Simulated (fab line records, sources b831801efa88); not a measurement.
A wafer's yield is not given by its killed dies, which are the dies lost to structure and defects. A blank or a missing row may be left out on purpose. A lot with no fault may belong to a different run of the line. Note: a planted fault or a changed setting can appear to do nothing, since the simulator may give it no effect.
fab line records | flow sky130
record: lots: 11 | wafers: 33 | lastDay: 50
route steps=708 shown VT_ADJUST_HVTP@95 SONOS_ONO@172 GATE_OXIDE@201 PAD_OPEN@708
lots that met no fault: from a run of the same line without faults
startH: start of the lot's first displayed wafer, in hours after the record's first day | waitH: hours since the lot's step before | " unchanged from the row above | L1.1+2: a single row standing in for several wafers | - no value, or no start was given | * or withheld: withheld | < > ~ a bound
route shown NAME@n: NAME is a module with steps in the file, n the number in the route of the first one | usual: mean/standard deviation of fault-free wafers | same: alike in all rows | chamber/n: place in a boat | sites: each site's reading | _std_site: the values' standard deviation | _edge_site: inner sites' mean taken away from outer sites' mean | radiusMm: for every site, how far away it sits from the centre of the wafer | mask NAME#n: copy n | behind: tool/chamber where the wafer was last shaped | hold: the reason the lot was held/the length of the hold in hours/how it ended | device: which transistor (n, p or np) failed to switch | end of line: tests of these same wafers at the route's end | a step with no rows: only its recipe | killed: dies lost to structure and defects at the first sort, not the wafer's yield | map: per-die view of a wafer (x killed, . not killed, _ where there is no die)
set.NAME: the run value of the setting; set.NAME@STEP: its run value at that earlier step | model.NAME: the simulator's own value behind a step, which no gauge read
the route's steps for a sample of lots (tables are steps, rows are wafers)
services: when a tool's chamber went out of use (startH, in hours from the record's first day, below 0 if earlier), for how many hours, and the reason
== steps ==
step: SKY_VT_ADJUST_HVTP_STRIP_10
recipe: chemistry: O2/N2 | powerW: 1400 | pressureMtorr: 1500 | platenTempC: withheld | o2FlowSccm: 3000 | n2FlowSccm: 300 | overashFraction: 0.5
usual: drypumpMotorCurrentA: 6.1/0.5 | oesProductAu: 0.716/0.0048 | stripTimeToEndpointS: 14.19/0.044
lot.wafer | tool           | chamber | startH | waitH | drypumpMotorCurrentA | oesProductAu | rfHoursCounterH | stripTimeToEndpointS
L564.2    | plasmaAsher-04 | 0       | 156.84 | 0.1   | 5.4                  | 0.709        | 48              | 14.12
L564.4    | "              | 1       | "      | "     | 6.7                  | 0.715        | -               | 14.13
L564.5    | "              | 0       | "      | "     | 5.4                  | 0.718        | -               | 14.13
L565.3    | plasmaAsher-04 | 0       | 162.92 | 0.1   | 5.4                  | 0.707        | -               | 14.20
L565.4    | "              | 1       | "      | "     | 6.7                  | 0.713        | -               | 14.18
L565.5    | "              | 0       | "      | "     | 5.3                  | 0.719        | -               | 14.26
L566.3    | plasmaAsher-03 | 1       | 169.13 | 0.1   | 6.4                  | 0.718        | -               | 14.18
L566.4    | "              | 0       | "      | "     | 6.4                  | 0.714        | -               | 14.20
L566.5    | "              | 1       | "      | "     | 6.4                  | 0.720        | -               | 14.19
L567.4    | plasmaAsher-03 | 0       | 174.87 | 0.1   | 6.4                  | 0.711        | -               | 14.17
L567.5    | "              | 1       | "      | "     | 6.4                  | 0.709        | -               | 14.18
L567.6    | "              | 0       | "      | "     | 6.4                  | 0.714        | -               | 14.17
L574.3    | plasmaAsher-02 | 0       | 217.27 | 0.1   | 5.5                  | 0.714        | -               | 14.26
L574.4    | "              | 1       | "      | "     | 5.9                  | 0.714        | -               | 14.26
L574.5    | "              | 1       | "      | "     | 6.0                  | 0.717        | -               | 14.19
L575.4    | plasmaAsher-04 | 0       | 229.29 | 0.1   | 5.3                  | 0.721        | -               | 14.16
L575.5    | "              | 0       | "      | "     | 5.3                  | 0.714        | -               | 14.19
L575.6    | "              | 1       | "      | "     | 6.7                  | 0.709        | -               | 14.18
L576.1    | plasmaAsher-03 | 1       | 233.19 | 0.1   | 6.4                  | 0.722        | 58              | 14.19
L576.3    | "              | 0       | "      | "     | 6.4                  | 0.710        | -               | 14.18
L576.5    | "              | 1       | "      | "     | 6.4                  | 0.712        | -               | 14.17
L577.1    | plasmaAsher-04 | 1       | 233.84 | 0.1   | 6.7                  | 0.718        | 55              | 14.21
L577.3    | "              | 0       | "      | "     | 5.3                  | 0.716        | -               | 14.21
L577.5    | "              | 1       | "      | "     | 6.7                  | 0.714        | -               | 14.21
L578.3    | plasmaAsher-04 | 0       | 243.02 | 0.1   | 5.4                  | 0.709        | -               | 14.16
L578.5    | "              | 0       | "      | "     | 5.4                  | 0.713        | -               | 14.11
L578.6    | "              | 1       | "      | "     | 6.7                  | 0.720        | -               | 14.14
L580.3    | plasmaAsher-02 | 1       | 253.72 | 0.1   | 5.9                  | 0.724        | -               | 14.18
L580.4    | "              | 0       | "      | "     | 5.5                  | 0.706        | -               | 14.18
L580.5    | "              | 1       | "      | "     | 6.0                  | 0.713        | -               | 14.13
L581.1    | plasmaAsher-02 | 0       | 258.99 | 0.1   | 5.5                  | 0.713        | 14              | 14.28
L581.3    | "              | 0       | "      | "     | 5.5                  | 0.717        | -               | 14.28
L581.6    | "              | 1       | "      | "     | 5.9                  | 0.714        | -               | 14.29
step: SKY_SONOS_ONO_CVD_04
recipe: material: SiO2 | precursor: SiH4/N2O | targetThkNm: 5.7199 | tempC: 900 | pressureMtorr: 400
usual: spikeTcBottomC: 917.0/1.1 | spikeTcCentreC: 899.4/0.98 | spikeTcLowerC: 899.6/0.99 | spikeTcTopC: 911/4.5 | spikeTcUpperC: 899.9/1 | susceptorTempC: 899.9/0.4 | zonePowerCentrePct: 18.57/0.24 | zonePowerLowerPct: 18.81/0.18 | zonePowerUpperPct: 16.9/1.2
lot.wafer | tool     | chamber | startH | waitH | spikeTcBottomC | spikeTcCentreC | spikeTcLowerC | spikeTcTopC | spikeTcUpperC | susceptorTempC | zonePowerCentrePct | zonePowerLowerPct | zonePowerUpperPct
L564.2    | lpcvd-03 | 1       | 294.51 | 0.0   | 917.9          | 899.5          | 898.8         | 912         | 901.0         | 899.8          | 18.52              | 19.16             | 15.5
L564.4    | "        | 1       | "      | "     | 918.0          | 898.7          | 898.5         | 916         | 899.3         | 899.4          | 18.99              | 18.64             | 15.2
L564.5    | "        | 1       | "      | "     | 919.0          | 900.3          | 898.7         | 915         | 899.7         | 899.6          | 19.21              | 18.84             | 15.5
L565.3    | lpcvd-03 | 1       | 305.35 | 0.0   | 935.4          | 916.6          | 915.6         | 933         | 918.6         | 918.2          | 19.74              | 19.58             | 16.2
L565.4    | "        | 1       | "      | "     | 936.3          | 917.2          | 916.0         | 933         | 915.9         | 917.8          | 19.57              | 19.49             | 16.4
L565.5    | "        | 1       | "      | "     | 936.7          | 917.5          | 919.1         | 931         | 917.7         | 917.6          | 19.87              | 19.33             | 16.4
L566.3    | lpcvd-03 | 1       | 310.89 | 0.0   | 936.6          | 917.1          | 915.8         | 935         | 916.9         | 916.4          | 19.45              | 19.95             | 16.2
L566.4    | "        | 1       | "      | "     | 937.1          | 917.6          | 918.8         | 933         | 918.7         | 917.4          | 20.02              | 19.96             | 16.0
L566.5    | "        | 1       | "      | "     | 935.6          | 918.7          | 915.7         | 932         | 917.0         | 916.6          | 19.76              | 19.49             | 16.2
L567.4    | lpcvd-03 | 1       | 317.69 | 0.0   | 934.6          | 918.8          | 915.7         | 932         | 918.1         | 918.0          | 19.65              | 19.64             | 16.1
L567.5    | "        | 1       | "      | "     | 936.6          | 917.4          | 916.1         | 932         | 918.1         | 917.5          | 19.58              | 19.60             | 16.1
L567.6    | "        | 1       | "      | "     | 935.0          | 915.6          | 917.8         | 932         | 917.4         | 917.7          | 20.12              | 19.75             | 16.6
L574.3    | lpcvd-03 | 0       | 370.18 | 0.0   | 917.3          | 898.7          | 900.7         | 907         | 901.4         | 900.5          | 18.33              | 18.76             | 17.7
L574.4    | "        | 0       | "      | "     | 916.7          | 900.4          | 901.5         | 907         | 900.1         | 900.3          | 18.70              | 19.04             | 17.9
L574.5    | "        | 0       | "      | "     | 915.7          | 899.1          | 899.1         | 907         | 899.0         | 900.2          | 18.27              | 18.75             | 17.9
L575.4    | lpcvd-03 | 0       | 387.24 | 0.0   | 917.2          | 901.8          | 899.4         | 907         | 900.7         | 900.0          | 18.31              | 18.40             | 17.7
L575.5    | "        | 0       | "      | "     | 917.7          | 900.4          | 898.9         | 909         | 899.7         | 900.1          | 18.54              | 18.97             | 17.6
L575.6    | "        | 0       | "      | "     | 917.7          | 899.8          | 898.3         | 905         | 899.9         | 899.4          | 18.20              | 19.05             | 18.0
L576.1    | lpcvd-03 | 0       | 393.06 | 0.1   | 916.2          | 899.9          | 900.6         | 909         | 898.1         | 900.4          | 18.23              | 18.61             | 17.9
L576.3    | "        | 0       | "      | "     | 916.0          | 899.8          | 900.6         | 907         | 900.4         | 899.9          | 18.23              | 18.78             | 17.8
L576.5    | "        | 0       | "      | "     | 918.0          | 901.0          | 899.3         | 907         | 899.9         | 900.2          | 18.73              | 18.85             | 17.7
L577.1    | lpcvd-03 | 0       | 394.31 | 1.3   | 916.0          | 900.7          | 898.5         | 905         | 901.0         | 900.4          | 18.60              | 18.65             | 18.3
L577.3    | "        | 0       | "      | "     | 917.5          | 899.2          | 900.3         | 906         | 899.7         | 900.3          | 18.35              | 18.67             | 17.9
L577.5    | "        | 0       | "      | "     | 917.4          | 898.3          | 899.4         | 906         | 900.2         | 900.5          | 18.44              | 18.63             | 17.9
L578.3    | lpcvd-03 | 1       | 405.15 | 0.0   | 917.9          | 898.2          | 898.4         | 915         | 899.0         | 899.6          | 18.85              | 18.69             | 15.4
L578.5    | "        | 1       | "      | "     | 917.7          | 900.5          | 899.5         | 916         | 900.6         | 899.8          | 18.68              | 18.93             | 15.4
L578.6    | "        | 1       | "      | "     | 919.1          | 900.5          | 899.2         | 917         | 899.7         | 899.9          | 18.65              | 18.80             | 15.4
L580.3    | lpcvd-03 | 0       | 420.91 | 0.0   | 917.0          | 897.7          | 899.7         | 908         | 902.2         | 900.1          | 18.58              | 18.70             | 17.9
L580.4    | "        | 0       | "      | "     | 916.4          | 896.7          | 898.8         | 907         | 898.6         | 899.9          | 18.54              | 18.71             | 17.7
L580.5    | "        | 0       | "      | "     | 917.0          | 899.6          | 899.0         | 908         | 899.5         | 900.0          | 17.88              | 19.09             | 17.5
L581.1    | lpcvd-03 | 0       | 426.32 | 0.1   | 915.3          | 899.9          | 901.4         | 908         | 900.3         | 899.7          | 18.71              | 18.59             | 18.0
L581.3    | "        | 0       | "      | "     | 917.8          | 899.5          | 899.7         | 906         | 900.5         | 900.2          | 18.37              | 18.72             | 17.7
L581.6    | "        | 0       | "      | "     | 917.4          | 899.1          | 900.2         | 905         | 899.3         | 900.0          | 18.57              | 19.25             | 18.1
step: SKY_SONOS_ONO_THK_MEAS_05
recipe: reads: SiO2_of_SONOS_ONO_CVD_04
usual: SONOS_ONO_CVD_04_THK: 5.76/0.12
lot.wafer | tool         | chamber | startH | waitH | SONOS_ONO_CVD_04_THK[nm]
L564.2    | filmMetro-01 | -       | 295.77 | 0.0   | 5.77
L564.4    | "            | -       | "      | "     | 5.85
L564.5    | "            | -       | "      | "     | 5.76
L565.3    | filmMetro-04 | -       | 307.25 | 0.0   | 7.75
L565.4    | "            | -       | "      | "     | 7.77
L565.5    | "            | -       | "      | "     | 7.71
L566.3    | filmMetro-04 | -       | 312.16 | 0.0   | 7.84
L566.4    | "            | -       | "      | "     | 7.78
L566.5    | "            | -       | "      | "     | 7.82
L567.4    | filmMetro-03 | -       | 318.97 | 0.0   | 7.66
L567.5    | "            | -       | "      | "     | 7.68
L567.6    | "            | -       | "      | "     | 7.57
L574.3    | filmMetro-01 | -       | 371.45 | 0.0   | 5.73
L574.4    | "            | -       | "      | "     | 5.68
L574.5    | "            | -       | "      | "     | 5.62
L575.4    | filmMetro-04 | -       | 388.52 | 0.0   | 5.88
L575.5    | "            | -       | "      | "     | 5.83
L575.6    | "            | -       | "      | "     | 5.91
L576.1    | filmMetro-04 | -       | 394.31 | 0.0   | 5.86
L576.3    | "            | -       | "      | "     | 5.75
L576.5    | "            | -       | "      | "     | 5.70
L577.1    | filmMetro-04 | -       | 395.56 | 0.0   | 5.91
L577.3    | "            | -       | "      | "     | 5.89
L577.5    | "            | -       | "      | "     | 5.81
L578.3    | filmMetro-04 | -       | 406.42 | 0.0   | 5.77
L578.5    | "            | -       | "      | "     | 5.79
L578.6    | "            | -       | "      | "     | 5.84
L580.3    | filmMetro-04 | -       | 422.18 | 0.0   | 5.57
L580.4    | "            | -       | "      | "     | 5.58
L580.5    | "            | -       | "      | "     | 5.72
L581.1    | filmMetro-03 | -       | 427.57 | 0.0   | 5.62
L581.3    | "            | -       | "      | "     | 5.55
L581.6    | "            | -       | "      | "     | 5.54
step: SKY_SONOS_ONO_OVL_MEAS_14
usual: SONOS_ONO_OVL: 1.4/1.4
lot.wafer | tool       | chamber | startH | waitH | SONOS_ONO_OVL[nm]
L564.2    | overlay-01 | -       | 321.31 | 0.1   | 0.1
L564.4    | "          | -       | "      | "     | 1.4
L564.5    | "          | -       | "      | "     | 2.1
L565.3    | overlay-01 | -       | 332.82 | 0.1   | 2.1
L565.4    | "          | -       | "      | "     | 3.0
L565.5    | "          | -       | "      | "     | 3.8
L566.3    | overlay-02 | -       | 338.93 | 0.1   | 3.5
L566.4    | "          | -       | "      | "     | 1.1
L566.5    | "          | -       | "      | "     | 2.7
L567.4    | overlay-02 | -       | 346.03 | 0.1   | 1.2
L567.5    | "          | -       | "      | "     | 0.0
L567.6    | "          | -       | "      | "     | 2.7
L574.3    | overlay-01 | -       | 401.22 | 0.1   | 0.9
L574.4    | "          | -       | "      | "     | 2.3
L574.5    | "          | -       | "      | "     | 0.6
L575.4    | overlay-01 | -       | 418.03 | 0.1   | 3.0
L575.5    | "          | -       | "      | "     | 2.2
L575.6    | "          | -       | "      | "     | 2.9
L576.1    | overlay-02 | -       | 423.60 | 0.1   | -0.3
L576.3    | "          | -       | "      | "     | 0.6
L576.5    | "          | -       | "      | "     | -0.7
L577.1    | overlay-02 | -       | 425.70 | 0.1   | 2.2
L577.3    | "          | -       | "      | "     | -0.3
L577.5    | "          | -       | "      | "     | -0.3
L578.3    | overlay-01 | -       | 437.32 | 0.1   | 2.9
L578.5    | "          | -       | "      | "     | 2.1
L578.6    | "          | -       | "      | "     | 0.3
L580.3    | overlay-02 | -       | 453.43 | 0.1   | 0.3
L580.4    | "          | -       | "      | "     | 1.0
L580.5    | "          | -       | "      | "     | -0.7
L581.1    | overlay-02 | -       | 458.95 | 0.1   | 0.5
L581.3    | "          | -       | "      | "     | 2.9
L581.6    | "          | -       | "      | "     | 2.1
step: SKY_GATE_OXIDE_TW_MEAS_14
usual: GATE_OXIDE_TW: 223.9/1
lot.wafer | tool         | chamber | startH | waitH | GATE_OXIDE_TW
L564.2    | filmMetro-01 | -       | 351.13 | 0.1   | 225.5
L564.4    | "            | -       | "      | "     | 224.9
L564.5    | "            | -       | "      | "     | 225.5
L565.3    | filmMetro-01 | -       | 364.09 | 0.1   | 224.5
L565.4    | "            | -       | "      | "     | 223.6
L565.5    | "            | -       | "      | "     | 224.8
L566.3    | filmMetro-03 | -       | 369.49 | 0.1   | 224.3
L566.4    | "            | -       | "      | "     | 223.2
L566.5    | "            | -       | "      | "     | 223.2
L567.4    | filmMetro-01 | -       | 377.01 | 0.1   | 226.0
L567.5    | "            | -       | "      | "     | 225.0
L567.6    | "            | -       | "      | "     | 225.3
L574.3    | filmMetro-03 | -       | 435.34 | 0.1   | 223.1
L574.4    | "            | -       | "      | "     | 224.6
L574.5    | "            | -       | "      | "     | 223.8
L575.4    | filmMetro-01 | -       | 451.85 | 0.1   | 224.5
L575.5    | "            | -       | "      | "     | 224.6
L575.6    | "            | -       | "      | "     | 224.7
L576.1    | filmMetro-03 | -       | 456.93 | 0.1   | 224.3
L576.3    | "            | -       | "      | "     | 222.9
L576.5    | "            | -       | "      | "     | 223.4
L577.1    | filmMetro-03 | -       | 461.43 | 0.1   | 223.3
L577.3    | "            | -       | "      | "     | 224.1
L577.5    | "            | -       | "      | "     | 223.8
L578.3    | filmMetro-01 | -       | 471.09 | 0.1   | 225.8
L578.5    | "            | -       | "      | "     | 224.9
L578.6    | "            | -       | "      | "     | 225.0
L580.3    | filmMetro-03 | -       | 487.54 | 0.1   | 225.2
L580.4    | "            | -       | "      | "     | 224.6
L580.5    | "            | -       | "      | "     | 223.7
L581.1    | filmMetro-03 | -       | 492.42 | 0.1   | 222.8
L581.3    | "            | -       | "      | "     | 224.0
L581.6    | "            | -       | "      | "     | 223.9
step: SKY_PAD_OPEN_PROBE_99
usual: killed_at_M0_to_M3: 45/6.8 | killed_at_M4_up: 3.0/1.7 | killedAtContacts: 25/5.7 | killedAtFrontEnd: 15/4.6 | killedAtOther: 0.3/0.66 | killedDies: 88/9.5 | killedOpen: 48/7.3 | killedShort: 39/6.5
same: grossDies: 492 | killedAtBackSide: 0
lot.wafer | tool      | chamber | startH  | waitH | killed_at_M0_to_M3 | killed_at_M4_up | killedAtContacts | killedAtFrontEnd | killedAtOther | killedDies | killedOpen | killedShort
L574.3    | prober-01 | -       | 1158.60 | 0.2   | 40                 | 8               | 21               | 15               | 0             | 84         | 40         | 44
L574.4    | prober-01 | -       | 1158.65 | 0.2   | 50                 | 2               | 16               | 8                | 0             | 76         | 37         | 39
L574.5    | prober-01 | -       | 1158.70 | 0.2   | 46                 | 4               | 27               | 13               | 1             | 91         | 45         | 46
killed by level:class
L574.3 VIA1:geometricParticle:open=10 VIA2:geometricParticle:open=9 CONTACT:geometricParticle:open=8 METAL4:geometricParticle:short=8 FIELD_ISO:geometricParticle:short=6 LOCAL_INTERCONNECT:geometricParticle:short=5 VIA1:geometricParticle:short=5 METAL2:geometricParticle:short=5
L574.4 VIA2:geometricParticle:open=8 VIA3:geometricParticle:open=7 METAL2:geometricParticle:short=6 METAL3:geometricParticle:short=6 VIA1:geometricParticle:short=6 VIA1:geometricParticle:open=6 FIELD_ISO:geometricParticle:short=5 CONTACT:geometricParticle:open=5
L574.5 CONTACT:geometricParticle:short=11 VIA1:geometricParticle:open=11 CONTACT:geometricParticle:open=9 VIA3:geometricParticle:open=7 METAL2:geometricParticle:short=6 METAL1:geometricParticle:short=5 VIA1:geometricParticle:short=5 FIELD_ISO:geometricParticle:short=4
== services ==
tool           | chamber | startH | hours | kind
plasmaAsher-02 | -       | 142.49 | 4.2   | repair
lpcvd-03       | -       | 199.71 | 2.3   | repair
plasmaAsher-04 | -       | 238.54 | 0.3   | repair
plasmaAsher-03 | -       | 242.68 | 5.4   | repair
plasmaAsher-04 | -       | 266.28 | 10.0  | repair
plasmaAsher-04 | -       | 353.77 | 3.3   | repair
plasmaAsher-04 | -       | 391.55 | 0.3   | repair
plasmaAsher-03 | -       | 421.25 | 9.0   | pm
plasmaAsher-03 | 0       | 421.25 | 9.0   | ventCycle
plasmaAsher-03 | 1       | 421.25 | 9.0   | ventCycle
== key ==
firstSign: step: SKY_SONOS_ONO_CVD_04 | reading: susceptorTempC | direction: up | sigmas: 44 | usual: * | struck: *
effect: step: SKY_SONOS_ONO_CVD_04 | reading: spikeTcCentreC | direction: up | sigmas: 18 | usual: 899.4 | struck: 917.4
effect: step: SKY_SONOS_ONO_THK_MEAS_05 | reading: SONOS_ONO_CVD_04_THK | direction: up | sigmas: 16 | usual: 5.76 | struck: 7.73
metAt SKY_SONOS_ONO_CVD_04
struckLots L565,L566,L567
struckWafers L565.3,L565.4,L565.5,L566.3,L566.4,L566.5,L567.4,L567.5,L567.6
testerLeftOut L565,L566,L567
notActingAt SKY_VT_ADJUST_HVTP_STRIP_10,SKY_SONOS_ONO_OVL_MEAS_14,SKY_GATE_OXIDE_TW_MEAS_14
onsetBetween 294.51 305.35
fault: kind: processParameterDrift | tool: lpcvd-03 | chamber: 1 | onsetH: 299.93 | steps: SKY_SONOS_ONO_CVD_04 | channel: tempC | offset: * | shape: step | endH: 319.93 | stated: *
testerLeftOut: of these lots the tester's yield and bins aren't shown, on N5 and GAA mostly nor the transistor test; their killed dies are dies lost to structure and defects alone, not to doping, threshold or leakage, so they don't give the yield
